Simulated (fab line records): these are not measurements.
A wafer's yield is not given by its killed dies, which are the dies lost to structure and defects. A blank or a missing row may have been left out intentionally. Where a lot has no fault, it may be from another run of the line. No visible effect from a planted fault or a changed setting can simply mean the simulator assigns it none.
What tool caused it? :: flow gf180mcu :: 18 wafers from 6 lots sampled at 3 of the route's 602 steps

== WHAT THE GAUGES SHOWED, per wafer ==
GF_TOP_METAL_CD_MEAS_14: the cd target is 440 nm.
lot: L488
measured: day 31 04:12
on: cdSem-02
cdNm (nm): 438.1 441.3 443.0

lot: L491
measured: day 28 21:06
on: cdSem-02
cdNm (nm): 439.1 438.0 439.5

lot: L493
measured: day 29 20:20
on: cdSem-02
cdNm (nm): 439.5 439.1 439.7

lot: L496
measured: day 30 22:24
on: cdSem-01
cdNm (nm): 442.8 441.4 442.8

lot: L500
measured: day 32 09:21
on: cdSem-01
cdNm (nm): 440.5 442.1 440.3

lot: L508
measured: day 33 17:05
on: cdSem-01
cdNm (nm): 436.9 436.3 437.4

== WHICH TOOL RAN EACH LOT (tool, then ch and the chambers of the sampled wafers, then the start) ==
lot: L488
GF_V1_CVD_23: cvdW-01 ch 0,1, day 18 11:29
GF_V5_ETCH_17: rieDiel-03 ch 1,2, day 31 04:12 or earlier

lot: L491
GF_V1_CVD_23: cvdW-01 ch 0,1, day 19 05:29
GF_V5_ETCH_17: rieDiel-04 ch 0,3, day 28 21:06 or earlier

lot: L493
GF_V1_CVD_23: cvdW-01 ch 0,1, day 20 10:33
GF_V5_ETCH_17: rieDiel-01 ch 0,3, day 29 20:20 or earlier

lot: L496
GF_V1_CVD_23: cvdW-01 ch 0,1, day 21 18:34
GF_V5_ETCH_17: rieDiel-03 ch 0,1,3, day 30 22:24 or earlier

lot: L500
GF_V1_CVD_23: cvdW-02 ch 0,1, day 23 16:10
GF_V5_ETCH_17: rieDiel-01 ch 0,1,2, day 32 09:21 or earlier

lot: L508
GF_V1_CVD_23: cvdW-01 ch 0,1, day 25 10:38
GF_V5_ETCH_17: rieDiel-03 ch 0,1,3, day 33 17:05 or earlier
- GF_V1_CVD_23: deposits W, target thk 350 nm, time 105.05 s.
- GF_V5_ETCH_17: etches SiO2 in C4F8/O2/Ar, stops on TiN, target depth 855 nm.

== THE ANSWER, worked out from the rows above alone ==
Rule: the usual values come from the lots themselves. The widest of any qualifying gaps counts: lots, ordered by their means at a reading, are off when they make up no more than a third of the lots, leave a main group of 4 or more, and stand apart from it by 3 or more times the standard deviation of that group's means. If all means in a main group match to the digits the tables above print for the reading, that group is not used. A lot without any number at a reading at which 4 lots or more have one is off too. Any other lot the step has rows for is counted as sound.
Across all readings shown, no lot is off: no conclusion can be drawn from this.

== WHAT THE SIMULATOR PUT IN ==
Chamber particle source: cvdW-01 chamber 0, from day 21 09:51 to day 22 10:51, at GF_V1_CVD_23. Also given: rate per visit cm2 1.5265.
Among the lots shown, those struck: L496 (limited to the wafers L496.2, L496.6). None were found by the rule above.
